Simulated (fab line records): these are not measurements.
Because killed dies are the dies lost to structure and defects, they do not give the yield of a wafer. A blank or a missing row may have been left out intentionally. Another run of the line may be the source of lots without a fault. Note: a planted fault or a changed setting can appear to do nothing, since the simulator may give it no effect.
Commonality check across tools | flow gf180mcu | 13 lots, 39 wafers sampled

== WHY IT WAS OPENED ==
2 of 13 lots carry a flag on the reading NWELL_TW at GF_NWELL_TW_MEAS_11. Wafers without a fault read 1573, standard deviation 7.3.
Rule: a lot is flagged when every wafer of it that has a number lies more than 4 standard deviations from that mean, or none has a number. All remaining lots are regarded as sound.

lot  | measured    | on            | NWELL_TW, wafer by wafer | flag
L458 | day 3 08:39 | film metro-03 | 1573 1582 1580           |
L461 | day 3 23:59 | film metro-02 | 1567 1574 1569           |
L462 | day 4 08:47 | film metro-02 | 1572 1558 1557           |
L463 | day 4 10:56 | film metro-02 | 1563 1561 1564           |
L464 | day 4 16:46 | film metro-03 | 1571 1566 1565           |
L465 | day 4 21:34 | film metro-03 | 1563 1576 1560           |
L466 | day 5 04:42 | film metro-01 | 1751 1749 1743           | FLAGGED
L467 | day 5 07:26 | film metro-03 | 1578 1564 1567           |
L471 | day 6 07:37 | film metro-01 | 1762 1757 1750           | FLAGGED
L474 | day 7 00:27 | film metro-01 | 1576 1575 1578           |
L476 | day 7 10:31 | film metro-02 | 1569 1569 1558           |
L478 | day 7 22:32 | film metro-01 | 1566 1564 1562           |
L481 | day 8 12:49 | film metro-01 | 1577 1584 1584           |
On average the flagged lots' numbers are 1752, which is +179 against the usual, or +25 standard deviations.

== TOOL THAT RAN EACH LOT ==
The record holds 1 process step before the reading, out of a route of 602 steps. Cell contents, in order: the tool; ch with the chambers the sampled wafers went through; the start.
lot  | flag    | GF_NWELL_IMPLANT_08
L458 |         | implanter-03 ch 0, day 3 08:13
L461 |         | implanter-01 ch 0, day 3 23:35
L462 |         | implanter-01 ch 0, day 4 08:23
L463 |         | implanter-04 ch 0, day 4 10:34
L464 |         | implanter-01 ch 0, day 4 16:23
L465 |         | implanter-04 ch 0, day 4 21:10
L466 | FLAGGED | implanter-04 ch 0, day 5 04:19
L467 |         | implanter-01 ch 0, day 5 07:04
L471 | FLAGGED | implanter-04 ch 0, day 6 07:13
L474 |         | implanter-01 ch 0, day 7 00:04
L476 |         | implanter-01 ch 0, day 7 10:07
L478 |         | implanter-03 ch 0, day 7 22:08
L481 |         | implanter-04 ch 0, day 8 12:28
What is done by these steps:
- GF_NWELL_IMPLANT_08
- GF_NWELL_TW_MEAS_11

== FLAGGED AGAINST TOTAL, ONE TOOL AT A TIME (gauges that did the reading follow at the end) ==
step                | tool          | lots run | flagged | share of the flagged lots | sound lots run after its first flagged lot
GF_NWELL_IMPLANT_08 | implanter-01  | 6        | 0       | none                      | -
GF_NWELL_IMPLANT_08 | implanter-03  | 2        | 0       | none                      | -
GF_NWELL_IMPLANT_08 | implanter-04  | 5        | 2       | all                       | 1 (L481)
GF_NWELL_TW_MEAS_11 | film metro-01 | 5        | 2       | all                       | 3 (L474,L478,L481)
GF_NWELL_TW_MEAS_11 | film metro-02 | 4        | 0       | none                      | -
GF_NWELL_TW_MEAS_11 | film metro-03 | 4        | 0       | none                      | -

== WHAT THE TABLE ALLOWS ==
In 2 table rows, all flagged lots were run: implanter-04 (GF_NWELL_IMPLANT_08), film metro-01 (GF_NWELL_TW_MEAS_11).
- implanter-04 at GF_NWELL_IMPLANT_08: 2 of its 5 lots flagged. Sound lots ran on it after the first flagged one (L481), which a lasting fault on the whole tool wouldn't allow. Its own readings lie more than 4 standard deviations out on every wafer of the flagged lots: tilt deg.
- film metro-01 at GF_NWELL_TW_MEAS_11: 2 of its 5 lots flagged. Sound lots ran on it after the first flagged one (L474, L478, L481), which a lasting fault on the whole tool wouldn't allow.
There is no row in the table that ran each flagged lot and no sound lot after the first.

== WHAT WAS PUT IN BY THE SIMULATOR ==
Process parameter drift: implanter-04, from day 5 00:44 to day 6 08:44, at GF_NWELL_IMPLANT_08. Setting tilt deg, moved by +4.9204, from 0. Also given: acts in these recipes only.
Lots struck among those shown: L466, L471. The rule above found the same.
